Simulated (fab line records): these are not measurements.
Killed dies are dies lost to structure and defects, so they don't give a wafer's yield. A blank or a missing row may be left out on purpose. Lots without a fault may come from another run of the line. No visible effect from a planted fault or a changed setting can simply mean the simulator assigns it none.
A struck lot beside a sound one ; flow gf180mcu ; 17 out of 602 route steps
Sound: these wafers, L475.3, L475.5, L475.6. Wafers L482.2, L482.4, L482.5 were the ones struck. The cause is given at the end.
At each step with rows: each side's tool, then ch and its chambers, then its first start. Under that, the readings that differ: sound wafers ; struck wafers ; difference of the means ; sigmas: that difference in standard deviations of wafers without a fault.
alike: readings with means less than 2 such deviations apart, plus words and numbers identical on both sides. not compared: withheld readings, readings lacking a value on some wafer, bounds such as >300 that could conceal the same value, and numbers that have no deviation in the record and whose values overlap.
Wherever a step has rows on one side only, a row that says differs or no value, or a row with sigmas, the two part there. Numbers that have no deviation but don't overlap get no sigmas and don't part them. A reading missing from all wafers of one side parts the sides only when that side holds two or more wafers.

first, 3 steps without rows for these wafers: GF_V3_EXPOSE_11 (exposes mask Via3, target cd 260 nm); GF_V3_PEB_12 (peb time 90 s); GF_V3_DEVELOP_13 (develop time 60 s).
GF_V3_CD_MEAS_14: target cd 260 nm.
  sound: cd sem-02 at day 24 01:02; struck: cd sem-01 at day 26 16:05
  alike: cd nm
GF_V3_OVL_MEAS_15:
  sound: overlay-02 at day 24 01:08; struck: overlay-01 at day 26 16:11
  alike: V3_OVL
GF_V3_ETCH_16: etches BARC in N2/H2.
  sound on rie diel-02 ch 0,2,3, day 24 01:10; struck on rie diel-04 ch 1,2,3, day 26 16:13
  alike: chamber pressure mTorr, drypump motor current A, n2 flow sccm, oes product au, rf fwd power W, throttle valve pct
GF_V3_ETCH_17: etches SiO2 in C4F8/O2/Ar, stops on TiN, target depth 635 nm.
  sound on rie diel-02 ch 0,2,3; struck on rie diel-04 ch 1,2,3
  alike: chamber pressure mTorr, oes product au, rf fwd power W
GF_V3_STRIP_18: strips in O2/N2.
  sound on plasma asher-03 ch 0,1, day 24 01:19; struck on plasma asher-02 ch 0,1, day 26 16:20
  alike: chamber pressure mTorr, drypump motor current A, heater power w, n2 flow sccm, oes product au
  not compared: rf hours counter h
then, 2 steps without rows for these wafers: GF_V3_STRIP_19 (strips in post etch residue remover, time 1200 s); GF_V3_CLEAN_20 (cleans in DIW).
GF_V3_SPUTTER_21: material Ti, target thk 15 nm, time 80.02 s.
  sound: pvd sputter-01 at day 24 01:49; struck: pvd sputter-03 at day 26 16:55
  alike: throttle valve pct
GF_V3_SPUTTER_22: material TiN, target thk 10 nm, time 40 s.
  sound: pvd sputter-01 at day 24 01:53; struck: pvd sputter-03 at day 26 16:59
  alike: throttle valve pct
GF_V3_CVD_23: deposits W, target thk 350 nm, time 104.9 s.
  sound on cvd w-01 ch 0,1, day 24 01:57; struck on cvd w-02 ch 1, day 26 17:01
  no value came back on the struck wafers for chamber pressure Torr (Torr), heater power outer w (W), heater power w (W), time s (s); on the sound wafers chamber pressure Torr (Torr) reads 39.93 40.17 40.01
GF_V3_RS_MEAS_24: measures by four-point-probe.
  sound: film metro-04 at day 24 02:04; struck: film metro-02 at day 26 17:09
reading;sound;struck;difference;sigmas
V3_W_RS (ohm/sq);0.328 0.326 0.324;44.145 44.048 44.319;+43.845;+99 or more
GF_V3_THK_MEAS_25: measures by xrf.
  sound: film metro-04 at day 24 02:10; struck: film metro-02 at day 26 17:16
reading;sound;struck;difference;sigmas
V3_W_THK (nm);363 362 367;<0 <0 <0;differs;
GF_V3_CMP_26: polishes, stops on SiO2, t overpolish 15 s, target thk 0 nm.
  sound on cmp-02 ch 0,2,3, day 24 02:22; struck on cmp-02 ch 1,3, day 26 17:22
reading;sound;struck;difference;sigmas
time to endpoint s (s);85 83 89;0 3 0;-85;-21
  alike: edge zone pressure frac, motor current A
-- the record jumps here: 6 days lie between the struck wafers' starts before and after (it left off in module V3 and takes up again in module PASSIVATION, whose first step shown is number 602 of the route) --
GF_PASSIVATION_PROBE_99:
  record: rows for the struck wafers here (prober-02, day 32 13:59), none for the sound ones

== WHERE THEY PART ==
At GF_V3_CVD_23 first; at GF_PASSIVATION_PROBE_99 last (within this record only).

WHY: what had been put in by the simulator
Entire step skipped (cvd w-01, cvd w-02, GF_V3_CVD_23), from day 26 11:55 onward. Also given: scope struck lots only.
